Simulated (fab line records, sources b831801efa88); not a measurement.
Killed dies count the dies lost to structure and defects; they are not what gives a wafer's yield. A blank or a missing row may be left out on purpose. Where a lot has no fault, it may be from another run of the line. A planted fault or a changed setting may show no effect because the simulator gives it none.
Lot-split experiment :: flow sky130 :: 23 wafers read from 5 lots, route of 708 steps

== ABOUT THE SPLIT ==
At SKY_VIA1_HDPCVD_00 (deposits SiO2, target thk 1030 nm, time 171.7 s), the setting sih4FlowSccm was moved away from the recipe's 60 sccm on 7 of the 23 wafers read, by -9.2% to +6.5%. This setting was run at the recipe's value on the other wafers.

Split to reading: the file shows no intervening step.

== THE READING ==
At SKY_VIA1_THK_MEAS_01: VIA1_HDPCVD_THK, given in nm. On this fab line, fault-free wafers typically give 1030 nm with a standard deviation of 8.7 nm.

wafer: L076.2
tool, chamber at the split: hdpcvd-01, 0
sih4FlowSccm as run, sccm: 60
against the recipe: recipe
VIA1_HDPCVD_THK, nm: 1015
against lot-mates on the recipe: -

wafer: L076.3
tool, chamber at the split: hdpcvd-01, 0
sih4FlowSccm as run, sccm: 54.51
against the recipe: -9.2%
VIA1_HDPCVD_THK, nm: 938
against lot-mates on the recipe: -84

wafer: L076.4
tool, chamber at the split: hdpcvd-01, 1
sih4FlowSccm as run, sccm: 54.51
against the recipe: -9.2%
VIA1_HDPCVD_THK, nm: 928
against lot-mates on the recipe: -94

wafer: L076.5
tool, chamber at the split: hdpcvd-01, 1
sih4FlowSccm as run, sccm: 54.51
against the recipe: -9.2%
VIA1_HDPCVD_THK, nm: 939
against lot-mates on the recipe: -84

wafer: L076.6
tool, chamber at the split: hdpcvd-01, 0
sih4FlowSccm as run, sccm: 60
against the recipe: recipe
VIA1_HDPCVD_THK, nm: 1030
against lot-mates on the recipe: -

wafer: L079.1
tool, chamber at the split: hdpcvd-02, 2
sih4FlowSccm as run, sccm: 60
against the recipe: recipe
VIA1_HDPCVD_THK, nm: 1046
against lot-mates on the recipe: -

wafer: L079.2
tool, chamber at the split: hdpcvd-02, 0,1
sih4FlowSccm as run, sccm: 60
against the recipe: recipe
VIA1_HDPCVD_THK, nm: 1031
against lot-mates on the recipe: -

wafer: L079.3
tool, chamber at the split: hdpcvd-02, 1
sih4FlowSccm as run, sccm: 60
against the recipe: recipe
VIA1_HDPCVD_THK, nm: 1023
against lot-mates on the recipe: -

wafer: L079.4
tool, chamber at the split: hdpcvd-02, 0,1
sih4FlowSccm as run, sccm: 60
against the recipe: recipe
VIA1_HDPCVD_THK, nm: 1032
against lot-mates on the recipe: -

wafer: L079.5
tool, chamber at the split: hdpcvd-02, 0
sih4FlowSccm as run, sccm: 60
against the recipe: recipe
VIA1_HDPCVD_THK, nm: 1020
against lot-mates on the recipe: -

wafer: L081.1
tool, chamber at the split: hdpcvd-02, 2
sih4FlowSccm as run, sccm: 60
against the recipe: recipe
VIA1_HDPCVD_THK, nm: 1034
against lot-mates on the recipe: -

wafer: L081.2
tool, chamber at the split: hdpcvd-02, 1
sih4FlowSccm as run, sccm: 60
against the recipe: recipe
VIA1_HDPCVD_THK, nm: 1029
against lot-mates on the recipe: -

wafer: L081.6
tool, chamber at the split: hdpcvd-02, 1
sih4FlowSccm as run, sccm: 60
against the recipe: recipe
VIA1_HDPCVD_THK, nm: 1027
against lot-mates on the recipe: -

wafer: L080.1
tool, chamber at the split: hdpcvd-02, 0,1
sih4FlowSccm as run, sccm: 63.9
against the recipe: +6.5%
VIA1_HDPCVD_THK, nm: 1098
against lot-mates on the recipe: +68

wafer: L080.3
tool, chamber at the split: hdpcvd-02, 2
sih4FlowSccm as run, sccm: 60
against the recipe: recipe
VIA1_HDPCVD_THK, nm: 1030
against lot-mates on the recipe: -

wafer: L080.4
tool, chamber at the split: hdpcvd-02, 0,1
sih4FlowSccm as run, sccm: 63.9
against the recipe: +6.5%
VIA1_HDPCVD_THK, nm: 1087
against lot-mates on the recipe: +57

wafer: L080.5
tool, chamber at the split: hdpcvd-02, 2
sih4FlowSccm as run, sccm: 60
against the recipe: recipe
VIA1_HDPCVD_THK, nm: 1025
against lot-mates on the recipe: -

wafer: L080.6
tool, chamber at the split: hdpcvd-02, 0
sih4FlowSccm as run, sccm: 60
against the recipe: recipe
VIA1_HDPCVD_THK, nm: 1035
against lot-mates on the recipe: -

wafer: L085.1
tool, chamber at the split: hdpcvd-01, 2
sih4FlowSccm as run, sccm: 60
against the recipe: recipe
VIA1_HDPCVD_THK, nm: 1024
against lot-mates on the recipe: -

wafer: L085.2
tool, chamber at the split: hdpcvd-01, 1
sih4FlowSccm as run, sccm: 57.08
against the recipe: -4.9%
VIA1_HDPCVD_THK, nm: 967
against lot-mates on the recipe: -51

wafer: L085.4
tool, chamber at the split: hdpcvd-01, 1
sih4FlowSccm as run, sccm: 60
against the recipe: recipe
VIA1_HDPCVD_THK, nm: 1014
against lot-mates on the recipe: -

wafer: L085.5
tool, chamber at the split: hdpcvd-01, 1
sih4FlowSccm as run, sccm: 60
against the recipe: recipe
VIA1_HDPCVD_THK, nm: 1015
against lot-mates on the recipe: -

wafer: L085.6
tool, chamber at the split: hdpcvd-01, 2
sih4FlowSccm as run, sccm: 57.08
against the recipe: -4.9%
VIA1_HDPCVD_THK, nm: 963
against lot-mates on the recipe: -55
When a row names more than one chamber, that row covers several wafers, and the file does not tell which wafer ran in which chamber.

FIT RESULTS
A straight line over all 23 wafers: VIA1_HDPCVD_THK changes by +10.3 nm for each +1% of sih4FlowSccm; r = +0.98; the points scatter about the line by 8.4 nm.
The same after taking each lot's own level away (the mean of its wafers on the recipe; 23 wafers): +9.71 nm for each +1%; r = +0.99; scatter 6.4 nm.
On that fit, the largest move of sih4FlowSccm shifts the reading by 89 nm.
From 1017.7 to 1030.4 nm: that is the span of the lots' own levels, equal to 1.5 times the standard deviation above.
Hence the lot-to-lot level has little effect on the slope; both slopes agree.
Check: -90.6 nm against its lot-mates is what the line predicts for one of the wafers moved furthest among these (-9.2%) when that wafer is left out of the fit. Against them it came out at -84.5 nm.

== ADDITIONAL SPLITS CARRIED BY THESE WAFERS ==
These wafers also went through other splits before the reading. Each is held against what the fit with the lots' levels taken away leaves over:
other split on the same wafers: SKY_LI_CONTACT_CVD_21 tempC
wafers away from the commonest value: 7
r with VIA1_HDPCVD_THK (lot level and that fit taken away): -0.07

other split on the same wafers: SKY_LOCAL_INTERCONNECT_SPUTTER_00 powerW
wafers away from the commonest value: 7
r with VIA1_HDPCVD_THK (lot level and that fit taken away): +0.26

other split on the same wafers: SKY_LOCAL_INTERCONNECT_METAL_ETCH_14 icpW
wafers away from the commonest value: 8
r with VIA1_HDPCVD_THK (lot level and that fit taken away): -0.23

other split on the same wafers: SKY_CONTACT_COAT_09 spinRpm
wafers away from the commonest value: 11
r with VIA1_HDPCVD_THK (lot level and that fit taken away): +0.06

other split on the same wafers: SKY_CONTACT_DEVELOP_13 developTimeS
wafers away from the commonest value: 7
r with VIA1_HDPCVD_THK (lot level and that fit taken away): -0.29

other split on the same wafers: SKY_METAL1_SPUTTER_00 powerW
wafers away from the commonest value: 11
r with VIA1_HDPCVD_THK (lot level and that fit taken away): +0.02

other split on the same wafers: SKY_METAL1_METAL_ETCH_19 timeS
wafers away from the commonest value: 10
r with VIA1_HDPCVD_THK (lot level and that fit taken away): +0.37

== THE WHOLE CHAIN: every reading that the file lists as answering this split, in the file's order ==
step: SKY_VIA1_HDPCVD_00
what it does: deposits SiO2, target thk 1030 nm, time 171.7 s
reading: SiO2_of_VIA1_HDPCVD_00.thkNm (the simulator's own value, which no gauge read)
change (the file's fit): +10.4 nm for each +1% of the setting
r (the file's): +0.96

step: SKY_VIA1_THK_MEAS_01
what it does: 
reading: VIA1_HDPCVD_THK
change (the file's fit): +9.81 for each +1% of the setting
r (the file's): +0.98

== THE FILE'S OWN FIT ==
VIA1_HDPCVD_THK changes by +9.81 nm for each +1% of sih4FlowSccm, r = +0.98.
